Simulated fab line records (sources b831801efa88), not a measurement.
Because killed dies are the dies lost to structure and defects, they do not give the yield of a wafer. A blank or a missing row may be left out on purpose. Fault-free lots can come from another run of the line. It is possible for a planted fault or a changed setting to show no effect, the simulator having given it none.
fab line records ; flow sky130
record lots=6; wafers=18; last-day=50
route steps=708 shown METAL1@451 VIA1@458 PAD_OPEN@708
lots that met no fault: taken from a fault-free run of the same line
start-h: start of the lot's first displayed wafer, in hours after the record's first day ; wait-h: hours elapsed since this lot's preceding step ; " the same as in the row above ; L1.1+2: several wafers, shown together as one row ; - either no value or no given start ; * or withheld: withheld ; < > ~ a bound
route shown NAME@n: names a module that has steps shown in the file, with the first one's number in the route ; usual: mean/standard deviation taken from wafers without a fault ; same: alike in all rows ; chamber/n: place in a boat ; sites: the reading at each site ; _std_site: standard deviation of those values ; _edge_site: outer sites' mean less inner sites' ; radius-mm: for every site, how far away it sits from the centre of the wafer ; mask NAME#n: copy n ; behind: the most recent tool/chamber to have shaped the wafer ; hold: cause of the lot's hold/its duration in hours/its outcome ; device: transistor that didn't switch, given as n, p or np ; end of line: the tests these same wafers got at the end of their route ; where a step has no rows: the recipe by itself ; killed: dies that structure and defects cost at the first sort, which is not the same as the wafer's yield ; map: the dies of a wafer, with x for killed, . for not killed, _ for no die there
set.NAME: the run value of the setting; set.NAME@STEP: its run value at that earlier step ; model.NAME: the simulator's own value behind a step, which no gauge read
a table for each step, a row for each wafer; lots at some steps of the route
services: a tool's chamber out of use, with start hour (start-h, from the record's first day; less than 0 if before it), hours out, and reason
## steps
# step SKY_METAL1_DESCUM_17
# recipe chemistry=O2; source-power-w=150; bias-power-w=0; pressure-mtorr=10; temp-c=40; time-s=8
# usual drypump-motor-current-A=5.5/0.38; oes-product-au=0.999/0.014
lot.wafer;tool;chamber;start-h;wait-h;drypump-motor-current-A;oes-product-au;rf-hours-counter-h
L967.3;rie-metal-01;0;764.71;0.0;5.2;1.014;-
L967.4;rie-metal-01;1;764.71;0.0;5.1;1.006;-
L967.5;rie-metal-01;0;764.71;0.0;5.2;1.018;-
L968.3;rie-metal-01;1;774.60;0.0;5.1;1.006;-
L968.4;rie-metal-01;0;774.60;0.0;5.2;1.011;-
L968.5;rie-metal-01;1;774.60;0.0;5.1;1.012;-
L975.3;rie-metal-02;1;849.83;0.0;5.3;0.979;-
L975.4;rie-metal-02;0;849.83;0.0;6.2;1.004;-
L975.6;rie-metal-02;0;849.83;0.0;6.2;1.004;-
L977.2;rie-metal-02;1;851.97;0.0;5.3;0.984;4
L977.3;rie-metal-02;1;851.97;0.0;5.4;0.975;-
L977.5;rie-metal-02;0;851.97;0.0;6.2;1.000;-
L982.1;rie-metal-01;0;893.74;0.0;5.2;1.005;15
L982.3;rie-metal-01;0;893.74;0.0;5.2;1.006;-
L982.4;rie-metal-01;1;893.74;0.0;5.1;1.017;-
L989.1;rie-metal-02;1;935.19;0.0;5.3;0.983;9
L989.3;rie-metal-02;1;935.19;0.0;5.3;0.986;-
L989.5;rie-metal-02;0;935.19;0.0;6.2;1.005;-
# step SKY_METAL1_ETCH_18
# recipe chemistry=N2/H2; target=BARC; ion-energy-ev=200; bias-w=100; pressure-mtorr=30; n2-flow-sccm=100; h2-flow-sccm=200; icp-w=500; stop-on=SiO2; time-s=47.72; target-depth-a=600
# usual drypump-motor-current-A=5.5/0.38; oes-product-au=0.848/0.005; throttle-valve-pct=13.224/0.0089
lot.wafer;tool;chamber;start-h;wait-h;drypump-motor-current-A;oes-product-au;rf-hours-counter-h;throttle-valve-pct
L967.3;rie-metal-01;0;764.75;0.0;5.2;0.854;-;13.209
L967.4;rie-metal-01;1;764.75;0.0;5.1;0.844;-;13.218
L967.5;rie-metal-01;0;764.75;0.0;5.2;0.847;-;13.222
L968.3;rie-metal-01;1;774.65;0.0;5.1;0.849;-;13.222
L968.4;rie-metal-01;0;774.65;0.0;5.2;0.861;-;13.224
L968.5;rie-metal-01;1;774.65;0.0;5.1;0.853;-;13.231
L975.3;rie-metal-02;1;849.88;0.0;5.4;0.856;-;13.228
L975.4;rie-metal-02;0;849.88;0.0;6.2;0.850;-;13.216
L975.6;rie-metal-02;0;849.88;0.0;6.2;0.845;-;13.226
L977.2;rie-metal-02;1;852.00;0.0;5.3;0.852;4;13.229
L977.3;rie-metal-02;1;852.00;0.0;5.3;0.850;-;13.232
L977.5;rie-metal-02;0;852.00;0.0;6.2;0.839;-;13.238
L982.1;rie-metal-01;0;893.77;0.0;5.2;0.853;15;13.226
L982.3;rie-metal-01;0;893.77;0.0;5.2;0.854;-;13.221
L982.4;rie-metal-01;1;893.77;0.0;5.1;0.851;-;13.217
L989.1;rie-metal-02;1;935.22;0.0;5.3;0.846;9;13.214
L989.3;rie-metal-02;1;935.22;0.0;5.3;0.856;-;13.220
L989.5;rie-metal-02;0;935.22;0.0;6.2;0.851;-;13.224
# step SKY_METAL1_METAL_ETCH_19
# recipe target-depth-a=3600; stop-on=SiO2; over-etch-frac=0.3; time-s=78; chemistry=Cl2/BCl3; resist-sidewall-deg=88; pressure-mtorr=10; icp-w=900; bias-w=48.5; Cl2_flow_sccm=60; bcl3-flow-sccm=30
# usual bcl3-flow-sccm=30.01/0.1; drypump-motor-current-A=5.5/0.38; oes-product-au=0.856/0.0052; throttle-valve-pct=22.264/0.0093
lot.wafer;tool;chamber;start-h;wait-h;bcl3-flow-sccm;drypump-motor-current-A;oes-product-au;rf-hours-counter-h;throttle-valve-pct
L967.3;rie-metal-01;0;764.83;0.1;30.05;5.2;0.847;-;22.258
L967.4;rie-metal-01;1;764.83;0.1;30.01;5.1;0.860;-;22.271
L967.5;rie-metal-01;0;764.83;0.1;30.10;5.2;0.859;-;22.267
L968.3;rie-metal-01;1;774.72;0.1;29.95;5.1;0.853;-;22.260
L968.4;rie-metal-01;0;774.72;0.1;30.17;5.2;0.862;-;22.272
L968.5;rie-metal-01;1;774.72;0.1;30.02;5.1;0.849;-;22.262
L975.3;rie-metal-02;1;849.95;0.1;29.82;5.4;0.857;-;22.248
L975.4;rie-metal-02;0;849.95;0.1;30.00;6.2;0.857;-;22.282
L975.6;rie-metal-02;0;849.95;0.1;30.08;6.2;0.853;-;22.263
L977.2;rie-metal-02;1;852.07;0.0;30.16;5.3;0.856;4;22.266
L977.3;rie-metal-02;1;852.07;0.0;30.22;5.3;0.857;-;22.273
L977.5;rie-metal-02;0;852.07;0.0;29.76;6.2;0.855;-;22.273
L982.1;rie-metal-01;0;893.83;0.0;29.93;5.2;0.857;15;22.247
L982.3;rie-metal-01;0;893.83;0.0;29.95;5.2;0.859;-;22.249
L982.4;rie-metal-01;1;893.83;0.0;29.95;5.1;0.852;-;22.275
L989.1;rie-metal-02;1;935.28;0.0;30.19;5.3;0.846;9;22.256
L989.3;rie-metal-02;1;935.28;0.0;30.23;5.3;0.851;-;22.266
L989.5;rie-metal-02;0;935.28;0.0;29.90;6.2;0.854;-;22.266
# step SKY_METAL1_STRIP_20
# recipe chemistry=O2/N2; power-w=1400; pressure-mtorr=1500; platen-temp-c=withheld; o2-flow-sccm=3000; n2-flow-sccm=300; overash-fraction=0.5
# usual drypump-motor-current-A=5.6/0.33; oes-product-au=0.342/0.0057; strip-time-to-endpoint-s=2.68/0.066
lot.wafer;tool;chamber;start-h;wait-h;drypump-motor-current-A;oes-product-au;rf-hours-counter-h;strip-time-to-endpoint-s
L967.3;plasma-asher-03;1;764.92;0.1;6.1;0.328;-;2.62
L967.4;plasma-asher-03;0;764.92;0.1;5.7;0.332;-;2.64
L967.5;plasma-asher-03;0;764.92;0.1;5.7;0.340;-;2.60
L968.3;plasma-asher-01;1;774.81;0.1;5.2;0.347;-;2.64
L968.4;plasma-asher-01;0;774.81;0.1;5.6;0.336;-;2.63
L968.5;plasma-asher-01;0;774.81;0.1;5.6;0.335;-;2.62
L975.3;plasma-asher-03;0;850.04;0.1;5.7;0.349;-;2.76
L975.4;plasma-asher-03;1;850.04;0.1;6.1;0.339;-;2.62
L975.6;plasma-asher-03;0;850.04;0.1;5.7;0.341;-;2.63
L977.2;plasma-asher-03;1;852.16;0.1;6.1;0.349;72;2.72
L977.3;plasma-asher-03;0;852.16;0.1;5.7;0.342;-;2.70
L977.5;plasma-asher-03;0;852.16;0.1;5.7;0.340;-;2.63
L982.1;plasma-asher-01;0;893.92;0.1;5.5;0.344;45;2.60
L982.3;plasma-asher-01;1;893.92;0.1;5.2;0.342;-;2.63
L982.4;plasma-asher-01;0;893.92;0.1;5.5;0.337;-;2.61
L989.1;plasma-asher-04;0;935.37;0.1;5.1;0.350;114;2.75
L989.3;plasma-asher-04;1;935.37;0.1;5.6;0.338;-;2.73
L989.5;plasma-asher-04;0;935.37;0.1;5.1;0.340;-;2.57
# step SKY_METAL1_STRIP_21
# recipe chemistry=post-etch-residue-remover; time-s=1200; temp-c=72.5
# step SKY_METAL1_CLEAN_22
# recipe chemistry=IPA; time-s=180; temp-c=25
# step SKY_METAL1_CLEAN_23
# recipe chemistry=O3/DIW; dry=n2-spin
# step SKY_VIA1_HDPCVD_00
# recipe material=SiO2; target-thk-nm=1030; sigma-open-frac=0.3; time-s=171.7; temp-c=400; sih4-flow-sccm=60; pressure-mtorr=6
# step SKY_VIA1_THK_MEAS_01
# recipe reads=SiO2_of_VIA1_HDPCVD_00
# usual VIA1_HDPCVD_THK=1030/11
lot.wafer;tool;chamber;start-h;wait-h;VIA1_HDPCVD_THK[nm]
L967.3;film-metro-04;-;765.67;0.1;1037
L967.4;film-metro-04;-;765.67;0.1;1044
L967.5;film-metro-04;-;765.67;0.1;1049
L968.3;film-metro-03;-;775.51;0.1;1022
L968.4;film-metro-03;-;775.51;0.1;1034
L968.5;film-metro-03;-;775.51;0.1;1002
L975.3;film-metro-03;-;850.84;0.1;1035
L975.4;film-metro-03;-;850.84;0.1;1031
L975.6;film-metro-03;-;850.84;0.1;1026
L977.2;film-metro-01;-;853.21;0.1;1024
L977.3;film-metro-01;-;853.21;0.1;1030
L977.5;film-metro-01;-;853.21;0.1;1038
L982.1;film-metro-04;-;894.63;0.1;1021
L982.3;film-metro-04;-;894.63;0.1;1024
L982.4;film-metro-04;-;894.63;0.1;1029
L989.1;film-metro-03;-;936.11;0.1;1019
L989.3;film-metro-03;-;936.11;0.1;1031
L989.5;film-metro-03;-;936.11;0.1;1037
# step SKY_VIA1_CMP_02
# recipe material=SiO2; down-force-psi=4; platen-rpm=60; pad-velocity-m-s=0.94248
# usual motor-current-A=12.6/1.1
lot.wafer;tool;chamber;start-h;wait-h;motor-current-A
L967.4;cmp-02;2;765.71;0.0;13.8
L967.3;cmp-02;1;765.71;0.0;14.4
L967.5;cmp-02;3;765.71;0.0;13.1
L968.3;cmp-01;0;775.60;0.1;13.0
L968.4;cmp-01;1;775.60;0.1;10.8
L968.5;cmp-01;3;775.60;0.1;12.1
L975.3;cmp-02;3;850.88;0.0;13.0
L975.4;cmp-02;0;850.88;0.0;10.7
L975.6;cmp-02;3;850.88;0.0;13.5
L977.2;cmp-02;3;853.31;0.1;13.5
L977.3;cmp-02;0;853.31;0.1;10.8
L977.5;cmp-02;3;853.31;0.1;13.2
L982.4;cmp-01;3;894.69;0.0;11.8
L982.1;cmp-01;0;894.69;0.0;12.7
L982.3;cmp-01;2;894.69;0.0;11.7
L989.3;cmp-01;1;936.22;0.1;11.3
L989.1;cmp-01;2;936.22;0.1;12.1
L989.5;cmp-01;0;936.22;0.1;12.6
# step SKY_VIA1_BOW_MEAS_03
# recipe mode=bow
# usual VIA1_BOW=80/6.5
lot.wafer;tool;chamber;start-h;wait-h;VIA1_BOW[um]
L967.3;film-metro-03;-;766.05;0.1;71
L967.4;film-metro-03;-;766.05;0.1;70
L967.5;film-metro-03;-;766.05;0.1;78
L968.3;film-metro-01;-;775.89;0.2;75
L968.4;film-metro-01;-;775.89;0.2;74
L968.5;film-metro-01;-;775.89;0.2;89
L975.3;film-metro-04;-;851.22;0.3;72
L975.4;film-metro-04;-;851.22;0.3;83
L975.6;film-metro-04;-;851.22;0.3;74
L977.2;film-metro-04;-;853.58;0.2;80
L977.3;film-metro-04;-;853.58;0.2;60
L977.5;film-metro-04;-;853.58;0.2;89
L982.1;film-metro-04;-;894.99;0.2;80
L982.3;film-metro-04;-;894.99;0.2;84
L982.4;film-metro-04;-;894.99;0.2;84
L989.1;film-metro-01;-;936.47;0.1;81
L989.3;film-metro-01;-;936.47;0.1;78
L989.5;film-metro-01;-;936.47;0.1;82
# step SKY_VIA1_DEHYDRATE_04
# recipe temp-c=200; time-s=60
# step SKY_VIA1_HMDS_05
# recipe prime-time-s=60; prime-temp-c=120
# usual prime-temp-c=119.99/0.13
lot.wafer;tool;chamber;start-h;wait-h;prime-temp-c
L967.3;litho-track-03;0;779.23;0.1;120.19
L967.4;litho-track-03;0;779.23;0.1;120.18
L967.5;litho-track-03;0;779.23;0.1;119.94
L968.3;litho-track-01;0;789.03;0.1;120.05
L968.4;litho-track-01;0;789.03;0.1;119.95
L968.5;litho-track-01;0;789.03;0.1;120.06
L975.3;litho-track-01;0;863.88;0.1;114.89
L975.4;litho-track-01;0;863.88;0.1;115.08
L975.6;litho-track-01;0;863.88;0.1;115.06
L977.2;litho-track-01;0;865.75;0.1;114.98
L977.3;litho-track-01;0;865.75;0.1;114.95
L977.5;litho-track-01;0;865.75;0.1;114.94
L982.1;litho-track-02;0;907.82;0.1;120.07
L982.3;litho-track-02;0;907.82;0.1;120.00
L982.4;litho-track-02;0;907.82;0.1;120.00
L989.1;litho-track-03;0;947.63;0.1;120.11
L989.3;litho-track-03;0;947.63;0.1;120.03
L989.5;litho-track-03;0;947.63;0.1;119.98
# step SKY_VIA1_COAT_06
# recipe resist=BARC; temp-c=withheld; time-s=withheld; spin-rpm=3000; resist-thk-nm=60
# step SKY_PAD_OPEN_PROBE_99
# usual defect-limited-yield=82.3/2.1; killed_at_M0_to_M3=44/7.3; killed_at_M4_up=3.3/1.8; killed-at-contacts=24/5.3; killed-at-front-end=16/5; killed-at-other=0.2/0.51; killed-dies=87/10; killed-open=47/7.5; killed-short=40/6.3; sort_bin_3_pad_short=0.9/0.41; sort_bin_5_function=10.5/1.6; sort_bin_6_memory=6.3/1.2; sort-n-pass=405/10; sort-yield-pct=82.3/2.1
# same gross-dies=492; killed-at-back-side=0; sort_bin_4_leakage[%]=0; sort_bin_8_speed[%]=0
lot.wafer;tool;chamber;start-h;wait-h;defect-limited-yield[%];killed_at_M0_to_M3;killed_at_M4_up;killed-at-contacts;killed-at-front-end;killed-at-other;killed-dies;killed-open;killed-short;sort_bin_3_pad_short[%];sort_bin_5_function[%];sort_bin_6_memory[%];sort-n-pass;sort-yield-pct[%]
L967.3;prober-02;-;1080.27;0.2;84.1;38;3;23;14;0;78;36;42;0.8;9.1;5.9;414;84.1
L967.4;prober-02;-;1080.32;0.2;82.5;47;2;18;19;0;86;46;40;1.6;10.0;5.9;406;82.5
L967.5;prober-02;-;1080.37;0.2;81.7;42;4;26;18;0;90;39;51;1.0;10.6;6.7;402;81.7
L968.3;prober-01;-;1089.94;0.2;83.7;44;5;17;12;2;80;45;35;1.0;10.2;5.1;412;83.7
L968.4;prober-01;-;1089.99;0.2;83.9;43;4;19;12;1;79;38;41;0;11.4;4.7;413;83.9
L968.5;prober-01;-;1090.04;0.2;79.1;51;8;31;13;0;103;52;51;0.6;10.2;10.2;389;79.1
L977.2;prober-02;-;1144.55;0.1;83.3;36;5;24;17;0;82;38;44;0.6;10.2;5.9;410;83.3
L977.3;prober-02;-;1144.60;0.2;86.2;38;2;15;13;0;68;37;31;0.8;8.7;4.3;424;86.2
L977.5;prober-02;-;1144.70;0.2;83.9;43;3;21;11;1;79;43;36;0.2;10.4;5.5;413;83.9
# killed by level:class
L967.3 LI_CONTACT:geometric-particle:open=8 FIELD_ISO:geometric-particle:short=7 CONTACT:geometric-particle:short=6 VIA1:geometric-particle:short=6 VIA1:geometric-particle:open=6 VIA2:geometric-particle:short=6 METAL2:geometric-particle:short=5 CONTACT:geometric-particle:open=4
L967.4 CONTACT:geometric-particle:open=10 VIA1:geometric-particle:open=9 METAL1:geometric-particle:short=8 VIA3:geometric-particle:short=7 VIA3:geometric-particle:open=6 METAL2:geometric-particle:short=5 FIELD_ISO:geometric-particle:open=4 VIA2:geometric-particle:open=4
L967.5 FIELD_ISO:geometric-particle:short=10 VIA2:geometric-particle:open=8 CONTACT:geometric-particle:short=8 VIA3:geometric-particle:open=8 CONTACT:geometric-particle:open=7 VIA1:geometric-particle:open=6 FIELD_ISO:geometric-particle:open=5 LI_CONTACT:geometric-particle:short=5
L968.3 CONTACT:geometric-particle:open=9 VIA1:geometric-particle:open=9 VIA3:geometric-particle:open=8 VIA1:geometric-particle:short=7 FIELD_ISO:geometric-particle:open=5 METAL3:geometric-particle:short=5 FIELD_ISO:geometric-particle:short=4 CONTACT:geometric-particle:short=3
L968.4 CONTACT:geometric-particle:open=10 VIA2:geometric-particle:open=8 METAL2:geometric-particle:short=6 METAL1:geometric-particle:short=6 CONTACT:geometric-particle:short=5 VIA1:geometric-particle:short=5 VIA2:geometric-particle:short=5 LI_CONTACT:geometric-particle:open=4
L968.5 VIA1:geometric-particle:open=13 VIA2:geometric-particle:open=10 CONTACT:geometric-particle:open=9 LI_CONTACT:geometric-particle:open=7 CONTACT:geometric-particle:short=7 VIA3:geometric-particle:open=7 METAL4:geometric-particle:short=6 METAL2:geometric-particle:short=6
L977.2 CONTACT:geometric-particle:open=10 VIA1:geometric-particle:short=7 VIA3:geometric-particle:open=7 POLY_GATE:geometric-particle:short=6 POLY_GATE:geometric-particle:open=6 METAL1:geometric-particle:short=6 LI_CONTACT:geometric-particle:open=5 CONTACT:geometric-particle:short=4
L977.3 VIA1:geometric-particle:open=8 VIA1:geometric-particle:short=6 FIELD_ISO:geometric-particle:short=5 FIELD_ISO:geometric-particle:open=5 CONTACT:geometric-particle:open=5 LI_CONTACT:geometric-particle:open=4 CONTACT:geometric-particle:short=4 VIA2:geometric-particle:short=4
L977.5 VIA1:geometric-particle:open=11 CONTACT:geometric-particle:short=7 LI_CONTACT:geometric-particle:open=6 VIA2:geometric-particle:open=6 VIA3:geometric-particle:open=6 POLY_GATE:geometric-particle:short=5 CONTACT:geometric-particle:open=5 METAL1:geometric-particle:short=4
## services
tool;chamber;start-h;hours;kind
cmp-02;-;744.34;4.0;pm
cmp-01;-;755.97;0.5;repair
cmp-01;-;759.96;2.9;repair
cmp-02;-;764.69;0.8;repair
plasma-asher-03;-;767.61;3.6;repair
cmp-02;-;772.91;6.7;repair
cmp-01;-;805.76;1.3;repair
plasma-asher-04;-;820.85;1.5;repair
cmp-02;-;832.83;4.5;repair
plasma-asher-01;-;833.13;7.7;pm
cmp-02;-;837.77;9.1;pm
plasma-asher-01;-;853.40;6.8;repair
cmp-01;-;857.19;9.5;pm
plasma-asher-01;-;880.03;0.5;repair
cmp-01;-;914.30;7.6;pm
cmp-01;-;921.89;4.0;pm
plasma-asher-03;-;928.35;1.0;repair
cmp-02;-;931.82;4.7;repair
plasma-asher-03;-;934.25;2.8;pm
plasma-asher-01;-;934.33;1.2;repair
plasma-asher-01;-;935.68;1.6;repair
rie-metal-01;0;936.57;-;clean
rie-metal-01;0;936.57;26.3;scheduled-down
rie-metal-01;0;936.57;26.3;vent-cycle
## key
first-sign step=SKY_VIA1_HMDS_05; reading=prime-temp-c; direction=down; sigmas=38; usual=*; struck=*
effect none on later readings
met-at SKY_VIA1_HMDS_05
struck-wafers L975.3,L975.4,L975.6,L977.2,L977.3,L977.5
onset-between 789.03 863.88
fault kind=process-parameter-drift; tool=litho-track-01; chamber=-; onset-h=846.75; steps=SKY_VIA1_HMDS_05; channel=prime-temp-c; offset=*; shape=step; end-h=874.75; acts-in=*; stated=*
